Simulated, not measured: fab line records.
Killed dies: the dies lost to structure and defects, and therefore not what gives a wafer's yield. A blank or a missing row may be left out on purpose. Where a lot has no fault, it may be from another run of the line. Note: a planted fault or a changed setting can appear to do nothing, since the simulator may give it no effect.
Chamber matching -- flow sky130 -- 4 sister chambers for SKY_CONTACT_CMP_27 on cmp-01
The step polishes, stops on SiO2, t overpolish 15 s, target thk 0 nm. 4 wafers are shown with their chamber, then 7 later ones without.

== WAFERS, EACH WITH ITS CHAMBER ==
wafer,chamber,motor-current-A (A)
L491.5,3,10.2
L492.5,0,9.8
L504.2,1,8.8
L504.3,2,11.3

== WAFERS MISSING THEIR CHAMBER ==
wafer,motor-current-A (A)
L504.6,10.8
L506.1,11.9
L506.3,10.2
L506.4,10.8
L509.1,10.0
L509.2,8.9
L509.3,11.2

== WHICH CHAMBER EACH ONE RAN IN ==
wafer,from the rows above,in truth
L504.6,can't be placed: 2 or 3 or 0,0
L506.1,2,2
L506.3,can't be placed: 3 or 0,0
L506.4,can't be placed: 2 or 3 or 0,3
L509.1,can't be placed: 0 or 3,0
L509.2,1,1
L509.3,2,2
Correctly placed: 3 of 7. Can't be placed from these rows: 4 (the true chamber is among the candidates in 4). Number placed wrongly: 0.
How it was worked out, from the rows above alone: a wafer's distance from a chamber is the root of the sum, over the readings, of the square of ((its reading less the chamber's mean) divided by the reading's scatter). If the next closest chamber is less than 2 further off than the closest, the wafer can't be placed; otherwise it belongs to the closest. Each chamber's mean is taken over the wafers shown for it. The scatter: root of mean squared gap, hidden wafer to nearest shown wafer, with one shown wafer a chamber.
